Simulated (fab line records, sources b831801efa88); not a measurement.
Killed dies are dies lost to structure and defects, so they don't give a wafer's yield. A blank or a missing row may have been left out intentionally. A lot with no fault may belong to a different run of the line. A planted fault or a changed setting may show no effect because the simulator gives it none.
fab line records | flow gf180mcu | part 2 of 2: steps 26 to 35 of 35
record lots=5 wafers=15 lastDay=34
route steps=602 shown V1@349 M2@362 V2@382
lots that met no fault: from a run of the same line without faults
startH: hours from the record's first day to the start of the lot's first wafer shown | waitH: hours from the lot's prior step to this one | " identical to the entry in the row above | L1.1+2: a row that stands for several wafers | - no value present, or no start provided | * or withheld: withheld | < > ~ a bound
route shown NAME@n: names a module that has steps shown in the file, with the first one's number in the route | usual: average and standard deviation across the fault-free wafers | same: alike in all rows | chamber/n: place in a boat | sites: per-site readings | _std_site: the values' standard deviation | _edge_site: inner sites' mean taken away from outer sites' mean | radiusMm: for every site, how far away it sits from the centre of the wafer | mask NAME#n: copy n | behind: the most recent tool/chamber to have shaped the wafer | hold: why the lot went on hold/how many hours it stayed there/how the hold came to an end | device: which transistor (n, p or np) failed to switch | end of line: the route-end tests of the same wafers | a step without rows: its recipe alone | killed: not the wafer's yield, but the dies lost to structure and defects at the first sort | map: dies across one wafer; x = killed, . = not, _ = none there
set.NAME: the setting as run; set.NAME@STEP: as run at that earlier step | model.NAME: the simulator's own value behind a step, which no gauge read
lots at some steps of the route; a table a step, a row a wafer
services: when a tool's chamber went out of use (startH, in hours from the record's first day, below 0 if earlier), for how many hours, and the reason
## steps
# step GF_M2_PEB_12
# recipe pebTempC=135 pebTimeS=90 resist=KrF
# usual exhaustPa=45.2/0.92
# same pebTimeS=90
# columns lot.wafer tool chamber startH waitH exhaustPa
L080.2 lithoTrack-03 0 - - 45.8
L080.5 " 0 " " 45.0
L080.6 " 0 " " 45.9
L082.2 lithoTrack-01 0 - - 44.9
L082.3 " 0 " " 44.9
L082.5 " 0 " " 46.1
L090.2 lithoTrack-02 0 - - 44.6
L090.3 " 0 " " 44.6
L090.5 " 0 " " 44.4
L094.1 lithoTrack-01 0 - - 46.0
L094.4 " 0 " " 45.1
L094.5 " 0 " " 45.7
L097.2 lithoTrack-02 0 - - 45.4
L097.3 " 0 " " 46.4
L097.4 " 0 " " 44.8
# step GF_M2_DEVELOP_13
# recipe developTimeS=60 devTempC=21
# usual exhaustPa=45.0/0.85
# columns lot.wafer tool chamber startH waitH exhaustPa
L080.2 lithoTrack-03 0 498.28 0.2 44.7
L080.5 " 0 " " 45.3
L080.6 " 0 " " 44.4
L082.2 lithoTrack-01 0 508.45 0.2 45.8
L082.3 " 0 " " 44.9
L082.5 " 0 " " 45.4
L090.2 lithoTrack-02 0 576.61 0.2 45.7
L090.3 " 0 " " 45.6
L090.5 " 0 " " 45.2
L094.1 lithoTrack-01 0 617.62 0.2 43.6
L094.4 " 0 " " 45.2
L094.5 " 0 " " 44.7
L097.2 lithoTrack-02 0 628.91 0.2 45.1
L097.3 " 0 " " 45.1
L097.4 " 0 " " 45.7
# step GF_M2_CD_MEAS_14
# recipe targetCdNm=280
# usual cdNm=279.7/1.3
# columns lot.wafer tool chamber startH waitH cdNm
L080.2 cdSem-01 - 498.42 0.1 279.9
L080.5 " - " " 279.0
L080.6 " - " " 279.5
L082.2 cdSem-01 - 508.60 0.1 279.2
L082.3 " - " " 281.1
L082.5 " - " " 280.3
L090.2 cdSem-01 - 576.81 0.2 280.7
L090.3 " - " " 280.1
L090.5 " - " " 280.3
L094.1 cdSem-02 - 617.77 0.1 280.1
L094.4 " - " " 280.3
L094.5 " - " " 281.5
L097.2 cdSem-02 - 629.05 0.1 277.1
L097.3 " - " " 275.8
L097.4 " - " " 275.9
# step GF_M2_OVL_MEAS_15
# usual M2_OVL=0/5.9
# columns lot.wafer tool chamber startH waitH M2_OVL[nm]
L080.2 overlay-02 - 498.53 0.1 -8
L080.5 " - " " -2
L080.6 " - " " -8
L082.2 overlay-01 - 508.70 0.1 16
L082.3 " - " " 8
L082.5 " - " " 11
L090.2 overlay-01 - 576.92 0.1 2
L090.3 " - " " 4
L090.5 " - " " 10
L094.1 overlay-01 - 617.89 0.1 0
L094.4 " - " " 10
L094.5 " - " " 8
L097.2 overlay-02 - 629.16 0.1 2
L097.3 " - " " 1
L097.4 " - " " 2
# step GF_M2_METAL_ETCH_16
# recipe chemistry=Cl2/BCl3 maskMaterial=KrF targetDepthNm=750.8 stopOn=SiO2 pressureMtorr=8 icpW=800 biasW=140 Cl2_flow_sccm=80 bcl3FlowSccm=40 timeS=125.1
# usual drypumpMotorCurrentA=5.9/0.33 heBacksideLeakSccm=3.3/0.34 oesProductAu=0.990/0.006 throttleValvePct=28.228/0.011
# same timeS=125.1
# columns lot.wafer tool chamber startH waitH drypumpMotorCurrentA heBacksideLeakSccm oesProductAu rfHoursCounterH throttleValvePct
L080.2 rieMetal-02 1 498.56 0.0 6.0 3.6 0.992 9 28.229
L080.5 " 1 " " 6.0 3.5 0.992 - 28.227
L080.6 " 0 " " 5.9 3.2 0.982 - 28.232
L082.2 rieMetal-03 0 508.73 0.0 6.1 3.1 0.984 0 28.230
L082.3 " 0 " " 6.0 3.2 0.984 - 28.231
L082.5 " 1 " " 6.3 3.2 0.991 - 28.231
L090.2 rieMetal-03 0 577.00 0.1 6.0 3.1 0.988 - 28.225
L090.3 " 0 " " 6.0 3.1 0.991 - 28.214
L090.5 " 0 " " 6.0 3.2 0.988 - 28.227
L094.1 rieMetal-03 1 617.93 0.0 6.3 3.1 0.982 1 28.231
L094.4 " 0 " " 6.0 3.0 0.987 - 28.232
L094.5 " 0 " " 6.0 3.1 0.994 - 28.243
L097.2 rieMetal-04 1 629.19 0.0 5.5 3.2 0.993 9 28.221
L097.3 " 1 " " 5.5 3.6 0.993 - 28.234
L097.4 " 0 " " 5.2 3.6 0.989 - 28.243
# step GF_M2_STRIP_17
# recipe chemistry=O2/N2 powerW=1400 pressureMtorr=1500 platenTempC=250 o2FlowSccm=3000 n2FlowSccm=300 overashFraction=0.5
# usual drypumpMotorCurrentA=5.6/0.34 heaterPowerW=338/22 oesProductAu=0.537/0.005 stripTimeToEndpointS=7.39/0.052
# columns lot.wafer tool chamber startH waitH drypumpMotorCurrentA heaterPowerW oesProductAu rfHoursCounterH stripTimeToEndpointS
L080.2 plasmaAsher-03 1 498.69 0.1 5.3 331 0.531 38 7.32
L080.5 " 1 " " 5.3 323 0.535 - 7.37
L080.6 " 0 " " 6.0 368 0.538 - 7.46
L082.2 plasmaAsher-03 0 508.86 0.1 6.0 366 0.542 39 7.49
L082.3 " 1 " " 5.3 342 0.541 - 7.47
L082.5 " 1 " " 5.3 349 0.541 - 7.41
L090.2 plasmaAsher-04 1 577.29 0.2 5.1 346 0.545 16 7.46
L090.3 " 1 " " 5.1 339 0.533 - 7.45
L090.5 " 1 " " 5.1 336 0.548 - 7.44
L094.1 plasmaAsher-03 1 618.06 0.1 5.3 333 0.532 50 7.41
L094.4 " 0 " " 6.0 363 0.533 - 7.41
L094.5 " 0 " " 6.0 374 0.545 - 7.42
L097.2 plasmaAsher-04 0 629.32 0.1 5.8 304 0.537 21 7.41
L097.3 " 0 " " 5.8 310 0.537 - 7.39
L097.4 " 1 " " 5.1 334 0.527 - 7.31
# step GF_M2_STRIP_18
# recipe chemistry=postEtchResidueRemover timeS=1200 tempC=72.5
# same timeS=1200
# columns lot.wafer tool chamber startH waitH
L080.2+5+6 wetBench-01 1 498.79 0.1
L082.2+3+5 wetBench-02 1 508.96 0.1
L090.2+3+5 wetBench-02 0 577.39 0.1
L094.1+4+5 wetBench-02 2 618.16 0.1
L097.2+3+4 wetBench-04 1 629.42 0.1
# step GF_M2_CLEAN_19
# recipe chemistry=DIW dry=n2Spin
# columns lot.wafer tool chamber startH waitH
L080.2+5+6 wetBench-01 2 499.13 0.0
L082.2+3+5 wetBench-01 0 509.30 0.0
L090.2+3+5 wetBench-04 2 577.73 0.0
L094.1+4+5 wetBench-02 1 618.50 0.0
L097.2+3+4 wetBench-01 2 629.76 0.0
# step GF_V2_CVD_00
# recipe material=SiO2 targetThkNm=600 sigmaOpenFrac=0.3 tempC=400 timeS=100 sih4FlowSccm=60 pressureMtorr=6
# usual susceptorTempC=400.02/0.24
# same timeS=100
# columns lot.wafer tool chamber startH waitH susceptorTempC
L080.2 hdpcvd-01 2 499.22 0.0 400.28
L080.5 " 2 " " 400.33
L080.6 " 1 " " 399.86
L082.2 hdpcvd-01 1 509.39 0.0 399.98
L082.3 " 0 " " 399.97
L082.5 " 0 " " 399.68
L090.2 hdpcvd-01 0 577.83 0.0 400.37
L090.3 " 2 " " 400.44
L090.5 " 2 " " 400.11
L094.1 hdpcvd-01 0 618.59 0.0 399.66
L094.4 " 1 " " 399.93
L094.5 " 0 " " 399.69
L097.2 hdpcvd-02 0 629.86 0.0 399.97
L097.3 " 2 " " 400.00
L097.4 " 0 " " 400.13
# step GF_V2_THK_MEAS_01
# recipe reads=SiO2_of_V2_CVD_00
# usual V2_CVD_00_THK=601/6.1
# columns lot.wafer tool chamber startH waitH V2_CVD_00_THK[nm]
L080.2 filmMetro-02 - 499.30 0.0 594
L080.5 " - " " 594
L080.6 " - " " 591
L082.2 filmMetro-02 - 509.48 0.0 610
L082.3 " - " " 605
L082.5 " - " " 613
L090.2 filmMetro-01 - 577.91 0.0 602
L090.3 " - " " 594
L090.5 " - " " 598
L094.1 filmMetro-02 - 618.76 0.1 606
L094.4 " - " " 603
L094.5 " - " " 611
L097.2 filmMetro-01 - 629.94 0.0 603
L097.3 " - " " 591
L097.4 " - " " 597
## services
# columns tool chamber startH hours kind
wetBench-04 - 450.41 2.8 repair
plasmaAsher-03 - 458.22 2.8 pm
hdpcvd-01 - 462.49 5.5 pm
rieDiel-03 - 481.60 0.2 repair
krfScanner-01 - 483.71 1.3 pm
krfScanner-01 - 488.95 0.8 pm
rieDiel-03 - 493.43 2.6 repair
wetBench-02 - 494.68 1.9 repair
cmp-01 - 514.98 1.4 repair
cmp-01 - 522.86 3.8 pm
krfScanner-01 - 526.07 4.0 pm
rieDiel-03 1 531.92 6.1 repair
krfScanner-01 - 532.15 4.4 pm
pvdSputter-02 - 546.47 0.5 repair
rieDiel-03 2 551.25 23.6 repair
pvdSputter-02 - 559.22 5.7 repair
plasmaAsher-03 - 569.47 8.8 repair
wetBench-01 - 570.12 33.3 repair
pvdSputter-02 - 579.01 2.2 repair
pvdSputter-01 - 584.12 4.6 repair
krfScanner-01 - 598.05 1.0 pm
wetBench-04 - 599.73 1.9 pm
wetBench-02 - 610.79 6.4 repair
krfScanner-01 - 623.07 0.8 repair
